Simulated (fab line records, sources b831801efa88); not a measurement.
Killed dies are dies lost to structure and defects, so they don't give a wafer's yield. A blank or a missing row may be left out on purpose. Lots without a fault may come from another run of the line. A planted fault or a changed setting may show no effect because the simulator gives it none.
fab line records | flow sky130
record lots=5 wafers=15 last_day=50
route steps=708 shown CONTACT@424 METAL1@434 PAD_OPEN@708
lots that met no fault: from a run of the same line without faults
start_h: hours from the record's first day to the start of the lot's first wafer shown | wait_h: hours since the lot's step before | " the same as in the row above | L1.1+2: a row that stands for several wafers | - no value, or no start given | * or withheld: withheld | < > ~ a bound
route shown NAME@n: a module of which the file shows steps, and the number in the route of the first | usual: mean/standard deviation of fault-free wafers | same: alike in all rows | chamber/n: place in a boat | sites: the reading at each site | _std_site: their standard deviation | _edge_site: outer sites' mean less inner sites' | radius_mm: how far each site lies from the wafer's centre | mask NAME#n: copy n | behind: the tool/chamber that last shaped the wafer | hold: why the lot was held/for how many hours/how that ended | device: the transistor (n, p or np) that didn't switch | end of line: the same wafers' tests at the end of the route | a step without rows: its recipe alone | killed: dies lost to structure and defects at the first sort, not the wafer's yield | map: a wafer's dies, x killed, . not, _ none there
set.NAME: the setting as run; set.NAME@STEP: as run at that earlier step | model.NAME: the simulator's own value behind a step, which no gauge read
lots at some steps of the route; a table a step, a row a wafer
services: from which hour (start_h, from the record's first day; less than 0 if before it) a tool's chamber was out of use, for how many hours, and why
## steps
# step SKY_CONTACT_ETCH_18
# recipe target=Si3N4 chemistry=CHF3/O2 stop_on=TiN source_w=600 bias_w=200 pressure_mtorr=40 chf3_flow_sccm=50 O2_flow_sccm=5 time_s=39 target_depth_a=750
# usual drypump_motor_current_A=5.8/0.3 oes_product_au=0.854/0.0078 throttle_valve_pct=8.794/0.0089
# same time_s=39
# columns lot.wafer tool chamber start_h wait_h drypump_motor_current_A oes_product_au rf_hours_counter_h throttle_valve_pct
L441.1 rie_diel-02 0 - - 6.0 0.838 36 8.796
L441.3 " 3 " " 5.8 0.853 15 8.795
L441.4 " 2 " " 5.2 0.851 0 8.798
L444.2 rie_diel-01 2 - - 6.2 0.846 16 8.796
L444.4 " 1 " " 6.1 0.851 13 8.805
L444.6 " 2 " " 6.2 0.859 - 8.798
L446.2 rie_diel-04 3 - - 6.0 0.839 15 8.802
L446.3 " 0 " " 5.9 0.849 26 8.785
L446.4 " 3 " " 6.0 0.849 - 8.795
L459.3 rie_diel-01 2 - - 6.2 0.851 20 8.817
L459.4 " 3 " " 5.3 0.856 5 8.801
L459.6 " 0 " " 5.3 0.855 - 8.791
L460.1 rie_diel-01 1 - - 6.1 0.851 18 8.788
L460.2 " 0 " " 5.4 0.861 11 8.777
L460.6 " 3 " " 5.4 0.862 - 8.791
# step SKY_CONTACT_STRIP_19
# recipe chemistry=O2/N2 power_w=1400 pressure_mtorr=1500 platen_temp_c=withheld o2_flow_sccm=3000 n2_flow_sccm=300 overash_fraction=0.5
# step SKY_CONTACT_STRIP_20
# recipe chemistry=post_etch_residue_remover time_s=1200 temp_c=72.5
# step SKY_CONTACT_CLEAN_21
# recipe chemistry=IPA time_s=180 temp_c=25
# step SKY_CONTACT_CLEAN_22
# recipe chemistry=O3/DIW dry=n2_spin
# step SKY_CONTACT_SPUTTER_23
# recipe material=TiN target_thk_nm=20 chamber_pressure_pa=5 power_w=4000 time_s=80
# step SKY_CONTACT_CVD_24
# recipe material=W target_thk_nm=340 time_s=102.12 temp_c=400 pressure_torr=40
# step SKY_CONTACT_RS_MEAS_25
# recipe thk_meas_gauge=four-point-probe reads=W_of_CONTACT_CVD_24+TiN_of_CONTACT_SPUTTER_23
# usual CONTACT_W_RS=0.336/0.0034
# columns lot.wafer tool chamber start_h wait_h CONTACT_W_RS[ohm/sq]
L441.1 film_metro-03 - 740.69 0.1 0.339
L441.3 " - " " 0.331
L441.4 " - " " 0.336
L444.2 film_metro-04 - 765.33 0.1 0.338
L444.4 " - " " 0.335
L444.6 " - " " 0.338
L446.2 film_metro-03 - 775.21 0.1 0.331
L446.3 " - " " 0.332
L446.4 " - " " 0.332
L459.3 film_metro-04 - 894.63 0.2 0.340
L459.4 " - " " 0.343
L459.6 " - " " 0.343
L460.1 film_metro-03 - 896.70 0.1 0.336
L460.2 " - " " 0.330
L460.6 " - " " 0.339
# step SKY_CONTACT_THK_MEAS_26
# recipe thk_meas_gauge=xrf reads=W_of_CONTACT_CVD_24
# usual CONTACT_W_THK=339/5.1
# columns lot.wafer tool chamber start_h wait_h CONTACT_W_THK[nm]
L441.1 film_metro-03 - 740.81 0.1 333
L441.3 " - " " 337
L441.4 " - " " 333
L444.2 film_metro-04 - 765.44 0.1 337
L444.4 " - " " 341
L444.6 " - " " 336
L446.2 film_metro-03 - 775.32 0.1 341
L446.3 " - " " 338
L446.4 " - " " 340
L459.3 film_metro-04 - 894.73 0.1 338
L459.4 " - " " 335
L459.6 " - " " 336
L460.1 film_metro-03 - 896.82 0.1 335
L460.2 " - " " 341
L460.6 " - " " 332
# step SKY_CONTACT_CMP_27
# recipe stop_on=SiO2 t_overpolish_s=15 down_force_psi=3.5 platen_rpm=60 target_thk_nm=0 pad_velocity_m_s=0.94248
# step SKY_METAL1_SPUTTER_00
# recipe material=Ti target_thk_nm=15 power_w=3000 time_s=10 chamber_pressure_pa=0.4
# step SKY_METAL1_SPUTTER_01
# recipe material=TiN target_thk_nm=20 power_w=6500 time_s=16.7 chamber_pressure_pa=0.4
# usual cathode_dc_power_W=6500.0/1.3 throttle_valve_pct=29.5/0.84
# same time_s=16.7
# columns lot.wafer tool chamber start_h wait_h cathode_dc_power_W throttle_valve_pct
L441.1 pvd_sputter-04 - 741.19 0.0 6501.5 30.9
L441.3 " - " " 6502.2 29.8
L441.4 " - " " 6500.1 29.3
L444.2 pvd_sputter-01 - 765.82 0.0 6498.0 28.7
L444.4 " - " " 6499.6 30.1
L444.6 " - " " 6498.5 30.7
L446.2 pvd_sputter-02 - 775.69 0.0 6499.3 30.2
L446.3 " - " " 6499.1 29.7
L446.4 " - " " 6499.6 29.1
L459.3 pvd_sputter-01 - 895.09 0.0 6500.8 29.2
L459.4 " - " " 6499.9 30.2
L459.6 " - " " 6500.6 29.4
L460.1 pvd_sputter-02 - 897.53 0.0 6500.6 29.0
L460.2 " - " " 6503.3 29.5
L460.6 " - " " 6500.1 28.9
# step SKY_METAL1_SPUTTER_02
# recipe material=AlCu target_thk_nm=250 power_w=10600 time_s=13.3 chamber_pressure_pa=0.4
# usual cathode_dc_power_W=10600/1.9 throttle_valve_pct=29.5/0.83
# columns lot.wafer tool chamber start_h wait_h cathode_dc_power_W throttle_valve_pct model.AlCu_of_METAL1_SPUTTER_02.thk_nm
L441.1 pvd_sputter-04 - 741.22 0.0 10600 31.1 246.4
L441.3 " - " " 10598 29.7 248.5
L441.4 " - " " 10601 29.4 245.6
L444.2 pvd_sputter-01 - 765.84 0.0 10605 28.8 250.8
L444.4 " - " " 10603 30.0 252.5
L444.6 " - " " 10601 30.7 249.2
L446.2 pvd_sputter-02 - 775.71 0.0 10602 30.3 251
L446.3 " - " " 10601 29.4 251.6
L446.4 " - " " 10599 29.1 252.8
L459.3 pvd_sputter-01 - 895.11 0.0 10600 29.1 250.8
L459.4 " - " " 10598 30.2 248
L459.6 " - " " 10599 29.2 249.4
L460.1 pvd_sputter-02 - 897.55 0.0 10598 29.0 253.2
L460.2 " - " " 10600 29.6 246.8
L460.6 " - " " 10600 29.0 253.8
# step SKY_METAL1_SPUTTER_03
# recipe material=Ti target_thk_nm=5 power_w=3000 time_s=3.3 chamber_pressure_pa=0.4
# usual cathode_dc_power_W=3000.0/0.53 throttle_valve_pct=29.5/0.83
# same time_s=3.3
# columns lot.wafer tool chamber start_h wait_h cathode_dc_power_W throttle_valve_pct
L441.1 pvd_sputter-04 - 741.24 0.0 3000.2 30.8
L441.3 " - " " 2999.5 30.0
L441.4 " - " " 2999.9 29.6
L444.2 pvd_sputter-01 - 765.87 0.0 2999.5 28.7
L444.4 " - " " 3001.0 30.0
L444.6 " - " " 3000.2 30.9
L446.2 pvd_sputter-02 - 775.74 0.0 2999.6 30.5
L446.3 " - " " 3000.2 29.4
L446.4 " - " " 2999.3 29.0
L459.3 pvd_sputter-01 - 895.14 0.0 3000.7 29.2
L459.4 " - " " 2999.4 30.1
L459.6 " - " " 3000.0 29.6
L460.1 pvd_sputter-02 - 897.58 0.0 2999.3 29.1
L460.2 " - " " 3000.4 29.5
L460.6 " - " " 2999.9 29.1
# step SKY_METAL1_SPUTTER_04
# recipe material=TiN target_thk_nm=70 power_w=6500 time_s=58.3 chamber_pressure_pa=0.4
# usual cathode_dc_power_W=6499.9/1 throttle_valve_pct=29.5/0.84
# same time_s=58.3
# columns lot.wafer tool chamber start_h wait_h cathode_dc_power_W throttle_valve_pct
L441.1 pvd_sputter-04 - 741.26 0.0 6498.9 30.7
L441.3 " - " " 6500.4 29.8
L441.4 " - " " 6500.5 29.8
L444.2 pvd_sputter-01 - 765.89 0.0 6501.4 28.6
L444.4 " - " " 6500.3 30.6
L444.6 " - " " 6499.8 30.9
L446.2 pvd_sputter-02 - 775.76 0.0 6498.8 30.1
L446.3 " - " " 6500.4 29.4
L446.4 " - " " 6499.0 29.2
L459.3 pvd_sputter-01 - 895.16 0.0 6499.9 29.4
L459.4 " - " " 6501.6 30.4
L459.6 " - " " 6500.7 29.5
L460.1 pvd_sputter-02 - 897.60 0.0 6499.0 29.1
L460.2 " - " " 6498.7 29.3
L460.6 " - " " 6497.8 28.9
# step SKY_METAL1_RS_MEAS_05
# recipe thk_meas_gauge=four-point-probe reads=TiN_of_METAL1_SPUTTER_04+Ti_of_METAL1_SPUTTER_03+AlCu_of_METAL1_SPUTTER_02+TiN_of_METAL1_SPUTTER_01+Ti_of_METAL1_SPUTTER_00
# usual METAL1_ALCU_RS=0.1269/0.0014
# columns lot.wafer tool chamber start_h wait_h METAL1_ALCU_RS[ohm/sq]
L441.1 film_metro-02 - 741.31 0.0 0.1288
L441.3 " - " " 0.1275
L441.4 " - " " 0.1292
L444.2 film_metro-03 - 765.95 0.0 0.1262
L444.4 " - " " 0.1255
L444.6 " - " " 0.1271
L446.2 film_metro-03 - 775.83 0.0 0.1265
L446.3 " - " " 0.1259
L446.4 " - " " 0.1253
L459.3 film_metro-04 - 895.25 0.1 0.1263
L459.4 " - " " 0.1279
L459.6 " - " " 0.1275
L460.1 film_metro-04 - 897.65 0.0 0.1251
L460.2 " - " " 0.1287
L460.6 " - " " 0.1248
# step SKY_METAL1_THK_MEAS_06
# recipe thk_meas_gauge=xrf reads=AlCu_of_METAL1_SPUTTER_02
# usual METAL1_ALCU_THK=253/3.1
# columns lot.wafer tool chamber start_h wait_h METAL1_ALCU_THK[nm]
L441.1 film_metro-02 - 741.43 0.1 250
L441.3 " - " " 252
L441.4 " - " " 249
L444.2 film_metro-03 - 766.06 0.1 254
L444.4 " - " " 256
L444.6 " - " " 254
L446.2 film_metro-03 - 775.94 0.1 256
L446.3 " - " " 256
L446.4 " - " " 257
L459.3 film_metro-04 - 895.35 0.1 252
L459.4 " - " " 250
L459.6 " - " " 250
L460.1 film_metro-04 - 897.77 0.1 257
L460.2 " - " " 250
L460.6 " - " " 257
# step SKY_METAL1_DEHYDRATE_07
# recipe temp_c=200 time_s=60
# step SKY_METAL1_HMDS_08
# recipe prime_time_s=60 prime_temp_c=120
# step SKY_METAL1_COAT_09
# recipe resist=BARC temp_c=withheld time_s=withheld spin_rpm=3000 resist_thk_nm=60
# step SKY_METAL1_COAT_10
# recipe resist=KrF-thick spin_rpm=3000 resist_thk_nm=450
# step SKY_METAL1_SOFTBAKE_11
# recipe temp_c=100 time_s=90 resist=KrF-thick
# step SKY_METAL1_EXPOSE_12
# recipe mask_id=MM1 na=0.8 source_shape=annular sigma_inner=0.55 sigma_outer=0.85 target_cd_nm=140 dose_mj=28
# step SKY_METAL1_PEB_13
# recipe peb_temp_c=withheld peb_time_s=withheld resist=KrF-thick
# step SKY_METAL1_DEVELOP_14
# recipe develop_time_s=60 resist=KrF-thick dev_temp_c=21
# step SKY_METAL1_CD_MEAS_15
# recipe target_cd_nm=140
# usual cd_nm=140.1/1.6
# columns lot.wafer tool chamber start_h wait_h cd_nm
L441.1 cd_sem-02 - 769.97 - 139.2
L441.3 " - " " 140.0
L441.4 " - " " 138.5
L444.2 cd_sem-01 - 793.24 - 137.9
L444.4 " - " " 138.2
L444.6 " - " " 139.9
L446.2 cd_sem-01 - 803.43 - 138.8
L446.3 " - " " 139.4
L446.4 " - " " 139.3
L459.3 cd_sem-02 - 920.90 - 141.5
L459.4 " - " " 142.9
L459.6 " - " " 141.5
L460.1 cd_sem-02 - 922.62 - 142.1
L460.2 " - " " 140.3
L460.6 " - " " 141.7
# step SKY_METAL1_OVL_MEAS_16
# usual METAL1_OVL=-2/5.8
# columns lot.wafer tool chamber start_h wait_h METAL1_OVL[nm]
L441.1 overlay-02 - 770.09 0.1 -9
L441.3 " - " " -7
L441.4 " - " " -3
L444.2 overlay-02 - 793.34 0.1 -10
L444.4 " - " " -8
L444.6 " - " " -12
L446.2 overlay-02 - 803.54 0.1 -5
L446.3 " - " " -3
L446.4 " - " " -7
L459.3 overlay-02 - 921.00 0.1 -8
L459.4 " - " " -4
L459.6 " - " " -10
L460.1 overlay-01 - 922.74 0.1 -4
L460.2 " - " " -1
L460.6 " - " " -3
# step SKY_METAL1_DESCUM_17
# recipe chemistry=O2 source_power_w=150 bias_power_w=0 pressure_mtorr=10 temp_c=40 time_s=8
# usual drypump_motor_current_A=6.0/0.4 he_backside_leak_sccm=3.35/0.22 oes_product_au=0.997/0.01
# same time_s=8
# columns lot.wafer tool chamber start_h wait_h drypump_motor_current_A he_backside_leak_sccm oes_product_au rf_hours_counter_h
L441.1 rie_metal-02 0 770.12 0.0 6.2 3.10 1.001 5
L441.3 " 1 " " 6.3 3.74 0.984 -
L441.4 " 0 " " 6.2 3.14 1.009 -
L444.2 rie_metal-03 0 793.37 0.0 5.7 3.50 0.995 11
L444.4 " 0 " " 5.7 3.41 1.006 -
L444.6 " 0 " " 5.7 3.42 1.003 -
L446.2 rie_metal-02 1 803.57 0.0 6.3 3.64 0.999 4
L446.3 " 1 " " 6.3 3.55 0.985 -
L446.4 " 0 " " 6.2 3.05 1.005 -
L459.3 rie_metal-03 0 921.03 0.0 5.7 3.47 1.013 -
L459.4 " 1 " " 5.0 3.16 0.998 -
L459.6 " 1 " " 5.0 3.21 0.990 -
L460.1 rie_metal-02 1 922.77 0.0 6.3 3.72 0.994 9
L460.2 " 0 " " 6.2 3.05 1.011 12
L460.6 " 0 " " 6.2 3.04 1.018 -
# step SKY_METAL1_ETCH_18
# recipe chemistry=N2/H2 target=BARC ion_energy_ev=200 bias_w=100 pressure_mtorr=30 n2_flow_sccm=100 h2_flow_sccm=200 icp_w=500 stop_on=SiO2 time_s=45.9 target_depth_a=600
# step SKY_METAL1_METAL_ETCH_19
# recipe target_depth_a=3600 stop_on=SiO2 over_etch_frac=0.3 time_s=78 chemistry=Cl2/BCl3 resist_sidewall_deg=88 pressure_mtorr=10 icp_w=900 bias_w=48.5 Cl2_flow_sccm=60 bcl3_flow_sccm=30
# usual drypump_motor_current_A=6.0/0.4 he_backside_leak_sccm=3.36/0.22 mfc_cl2_sccm=60.03/0.18 oes_product_au=0.854/0.0062 throttle_valve_pct=22.265/0.0086
# same time_s=78
# columns lot.wafer tool chamber start_h wait_h drypump_motor_current_A he_backside_leak_sccm mfc_cl2_sccm oes_product_au rf_hours_counter_h throttle_valve_pct model.etch.depth_nm model.METAL1.feature_depth_nm
L441.1 rie_metal-02 0 770.22 0.0 6.2 3.18 60.05 0.846 5 22.267 356.1 356.1
L441.3 " 1 " " 6.4 3.45 59.96 0.852 - 22.284 359 359
L441.4 " 0 " " 6.2 3.03 59.98 0.849 - 22.269 355.3 355.3
L444.2 rie_metal-03 0 793.47 0.0 5.7 3.52 60.06 0.860 11 22.274 361.6 361.6
L444.4 " 0 " " 5.7 3.58 60.04 0.866 - 22.268 362.6 362.6
L444.6 " 0 " " 5.6 3.53 59.89 0.856 - 22.268 359 359
L446.2 rie_metal-02 1 803.66 0.0 6.3 3.41 59.48 0.851 4 22.262 360.3 360.3
L446.3 " 1 " " 6.3 3.53 59.82 0.848 - 22.255 360.6 360.6
L446.4 " 0 " " 6.1 3.10 60.14 0.859 - 22.256 362.3 362.3
L459.3 rie_metal-03 0 921.14 0.1 5.6 3.46 59.97 0.848 - 22.271 361.3 361.3
L459.4 " 1 " " 5.1 3.26 60.21 0.851 - 22.266 357.7 357.7
L459.6 " 1 " " 5.1 3.34 59.79 0.854 - 22.265 359.3 359.3
L460.1 rie_metal-02 1 922.87 0.0 6.3 3.77 59.99 0.857 9 22.285 361.5 361.5
L460.2 " 0 " " 6.2 3.11 59.76 0.846 12 22.255 353.7 353.7
L460.6 " 0 " " 6.2 3.04 59.92 0.866 - 22.259 362.2 362.2
# step SKY_METAL1_STRIP_20
# recipe chemistry=O2/N2 power_w=1400 pressure_mtorr=1500 platen_temp_c=withheld o2_flow_sccm=3000 n2_flow_sccm=300 overash_fraction=0.5
# step SKY_PAD_OPEN_PROBE_99
# usual defect_limited_yield=82.5/2 killed_at_M0_to_M3=42/6.6 killed_at_M4_up=3.1/1.9 killed_at_contacts=25/5.7 killed_at_front_end=16/5 killed_at_other=0.2/0.38 killed_dies=86/9.6 killed_open=47/7.2 killed_short=39/6.2 sort_bin_3_pad_short=0.9/0.44 sort_bin_5_function=10.3/1.5 sort_bin_6_memory=6.2/1.1 sort_n_pass=406/9.6 sort_yield_pct=82.5/2
# same gross_dies=492 killed_at_back_side=0 sort_bin_4_leakage[%]=0 sort_bin_8_speed[%]=0
# columns lot.wafer tool chamber start_h wait_h defect_limited_yield[%] killed_at_M0_to_M3 killed_at_M4_up killed_at_contacts killed_at_front_end killed_at_other killed_dies killed_open killed_short sort_bin_3_pad_short[%] sort_bin_5_function[%] sort_bin_6_memory[%] sort_n_pass sort_yield_pct[%] model.etest.met1.rs_ohm_sq
L441.1 prober-02 - 1082.55 0.1 85.6 37 1 23 10 0 71 41 30 0.6 8.5 5.3 421 85.6 0.1309
L441.3 prober-02 - 1082.65 0.2 80.7 41 3 34 16 1 95 53 42 1.8 10.6 6.9 397 80.7 0.1276
L441.4 prober-02 - 1082.70 0.2 80.7 50 2 29 14 0 95 53 42 0.8 10.6 7.9 397 80.7 0.1295
L444.2 prober-01 - 1099.98 0.1 84.6 52 1 17 6 0 76 37 39 1.0 9.3 5.1 416 84.6 0.1267
L444.4 prober-01 - 1100.08 0.2 86.0 35 2 27 5 0 69 42 27 0.6 8.3 5.1 423 86.0 0.1262
L444.6 prober-01 - 1100.18 0.2 84.3 43 2 25 7 0 77 34 43 1.0 8.5 6.1 415 84.3 0.1303
L446.2 prober-01 - 1105.55 0.1 85.6 42 2 19 8 0 71 35 36 0.4 9.8 4.3 421 85.6 0.1275
L446.3 prober-01 - 1105.60 0.2 84.3 44 2 19 12 0 77 46 31 0.4 9.1 6.1 415 84.3 0.1275
L446.4 prober-01 - 1105.65 0.2 83.9 45 4 22 8 0 79 41 38 0.4 8.5 7.1 413 83.9 0.1272
L459.3 prober-02 - 1189.86 0.2 79.7 51 1 24 24 0 100 65 35 0.8 11.6 7.9 392 79.7 0.1284
L459.4 prober-02 - 1189.91 0.2 84.3 39 3 24 10 1 77 45 32 1.2 8.9 5.5 415 84.3 0.1288
L459.6 prober-02 - 1190.01 0.2 83.3 44 8 14 16 0 82 45 37 0.6 7.3 8.7 410 83.3 0.1295
L460.1 prober-01 - 1191.85 0.1 84.3 36 6 23 12 0 77 41 36 0.6 8.5 6.5 415 84.3 0.1274
L460.2 prober-01 - 1191.90 0.1 82.5 42 5 25 14 0 86 46 40 1.4 10.6 5.5 406 82.5 0.1294
L460.6 prober-01 - 1192.10 0.2 80.3 43 2 32 20 0 97 49 48 1.4 10.6 7.7 395 80.3 0.1262
# killed by level:class
L441.1 VIA1:geometric_particle:open=9 CONTACT:geometric_particle:open=7 LI_CONTACT:geometric_particle:open=6 LI_CONTACT:geometric_particle:short=6 METAL1:geometric_particle:short=5 METAL2:geometric_particle:short=4 VIA2:geometric_particle:open=4 VIA3:geometric_particle:open=4
L441.3 CONTACT:geometric_particle:open=12 VIA1:geometric_particle:open=12 LI_CONTACT:geometric_particle:open=8 LOCAL_INTERCONNECT:geometric_particle:short=7 POLY_GATE:geometric_particle:short=6 VIA1:geometric_particle:short=5 VIA2:geometric_particle:open=5 VIA3:geometric_particle:short=5
L441.4 CONTACT:geometric_particle:open=13 VIA1:geometric_particle:open=12 LI_CONTACT:geometric_particle:open=7 VIA3:geometric_particle:open=7 VIA2:geometric_particle:open=6 VIA1:geometric_particle:short=6 FIELD_ISO:geometric_particle:short=5 CONTACT:geometric_particle:short=5
L444.2 VIA1:geometric_particle:open=10 VIA1:geometric_particle:short=9 CONTACT:geometric_particle:open=7 METAL2:geometric_particle:short=7 VIA3:geometric_particle:open=6 METAL1:geometric_particle:short=6 METAL3:geometric_particle:short=5 LI_CONTACT:geometric_particle:open=4
L444.4 VIA1:geometric_particle:open=10 CONTACT:geometric_particle:open=9 LI_CONTACT:geometric_particle:open=8 CONTACT:geometric_particle:short=6 VIA2:geometric_particle:open=6 VIA2:geometric_particle:short=5 VIA3:geometric_particle:open=5 LOCAL_INTERCONNECT:geometric_particle:short=3
L444.6 VIA1:geometric_particle:short=10 CONTACT:geometric_particle:open=8 VIA3:geometric_particle:open=7 VIA1:geometric_particle:open=7 LOCAL_INTERCONNECT:geometric_particle:short=6 LI_CONTACT:geometric_particle:open=4 METAL1:geometric_particle:short=4 METAL3:geometric_particle:short=4
L446.2 VIA3:geometric_particle:open=8 LI_CONTACT:geometric_particle:open=7 VIA1:geometric_particle:open=7 VIA1:geometric_particle:short=6 VIA2:geometric_particle:open=5 METAL1:geometric_particle:short=5 LI_CONTACT:geometric_particle:short=4 LOCAL_INTERCONNECT:geometric_particle:short=4
L446.3 VIA1:geometric_particle:open=13 VIA2:geometric_particle:open=10 CONTACT:geometric_particle:open=7 FIELD_ISO:geometric_particle:open=6 LOCAL_INTERCONNECT:geometric_particle:short=5 METAL1:geometric_particle:short=5 LI_CONTACT:geometric_particle:open=4 VIA2:geometric_particle:short=4
L446.4 VIA1:geometric_particle:open=11 METAL2:geometric_particle:short=8 CONTACT:geometric_particle:short=7 VIA2:geometric_particle:open=6 CONTACT:geometric_particle:open=5 METAL1:geometric_particle:short=4 LI_CONTACT:geometric_particle:open=4 VIA1:geometric_particle:short=4
L459.3 VIA1:geometric_particle:open=14 VIA2:geometric_particle:open=11 LI_CONTACT:geometric_particle:open=10 CONTACT:geometric_particle:open=8 VIA1:geometric_particle:short=6 POLY_GATE:geometric_particle:open=5 FIELD_ISO:geometric_particle:open=4 POLY_GATE:geometric_particle:short=4
L459.4 CONTACT:geometric_particle:open=14 METAL1:geometric_particle:short=9 VIA1:geometric_particle:open=6 VIA3:geometric_particle:open=5 LI_CONTACT:geometric_particle:open=4 METAL2:geometric_particle:short=4 POLY_GATE:geometric_particle:open=3 VIA3:geometric_particle:short=3
L459.6 VIA2:geometric_particle:open=13 VIA3:geometric_particle:open=12 METAL4:geometric_particle:short=8 FIELD_ISO:geometric_particle:short=7 VIA1:geometric_particle:open=7 FIELD_ISO:geometric_particle:open=5 LOCAL_INTERCONNECT:geometric_particle:short=4 CONTACT:geometric_particle:open=4
L460.1 CONTACT:geometric_particle:short=8 LI_CONTACT:geometric_particle:open=7 VIA1:geometric_particle:open=7 VIA1:geometric_particle:short=6 CONTACT:geometric_particle:open=5 METAL1:geometric_particle:open=4 METAL4:geometric_particle:short=4 METAL2:geometric_particle:short=4
L460.2 CONTACT:geometric_particle:short=8 VIA1:geometric_particle:open=8 VIA3:geometric_particle:open=7 VIA2:geometric_particle:open=6 CONTACT:geometric_particle:open=6 METAL2:geometric_particle:short=5 VIA1:geometric_particle:short=4 POLY_GATE:geometric_particle:short=4
L460.6 VIA1:geometric_particle:open=10 LI_CONTACT:geometric_particle:open=9 CONTACT:geometric_particle:open=9 FIELD_ISO:geometric_particle:short=7 CONTACT:geometric_particle:short=7 VIA3:geometric_particle:open=7 METAL1:geometric_particle:short=6 POLY_GATE:geometric_particle:short=5
## services
# columns tool chamber start_h hours kind
rie_diel-01 - 752.74 2.8 pm
rie_diel-04 1 760.56 15.0 repair
pvd_sputter-02 - 770.07 2.0 repair
rie_diel-02 2 770.18 4.2 repair
rie_diel-04 1 777.29 9.5 repair
pvd_sputter-04 - 780.42 2.2 repair
rie_metal-02 - 781.20 1.4 pm
rie_diel-01 - 781.69 6.2 repair
pvd_sputter-04 0 784.19 - consumable_replace:kit
pvd_sputter-04 0 784.19 18.0 scheduled_down
pvd_sputter-04 0 784.19 18.0 vent_cycle
pvd_sputter-01 - 791.37 15.1 repair
pvd_sputter-01 - 795.19 0.5 repair
rie_diel-01 3 800.19 2.0 repair
rie_diel-02 - 805.90 0.4 repair
rie_diel-04 0 806.22 2.4 repair
pvd_sputter-04 - 814.06 4.8 repair
rie_diel-02 1 820.59 2.9 repair
pvd_sputter-01 2 829.80 - consumable_replace:kit
pvd_sputter-01 2 829.80 18.0 scheduled_down
pvd_sputter-01 2 829.80 18.0 vent_cycle
rie_diel-04 3 877.54 2.0 repair
pvd_sputter-04 - 888.09 2.7 repair
pvd_sputter-02 - 898.85 0.9 repair
## key
first_sign none at tools or gauges
model_effect step=SKY_METAL1_SPUTTER_02 value=AlCu_of_METAL1_SPUTTER_02.thk_nm without=255 struck=246.8
model_effect step=SKY_METAL1_METAL_ETCH_19 value=etch.depth_nm without=361.9 struck=353.7
model_effect step=SKY_PAD_OPEN_PROBE_99 value=etest.met1.rs_ohm_sq without=0.1251 struck=0.1294
met_at SKY_METAL1_SPUTTER_02
struck_wafers L460.2
onset_between 775.71 897.55
fault kind=process_parameter_drift tool=pvd_sputter-02 chamber=- onset_h=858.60 steps=SKY_METAL1_SPUTTER_02 channel=time_s offset=* shape=step end_h=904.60 acts_in=* stated=* scope=struck_wafers_only
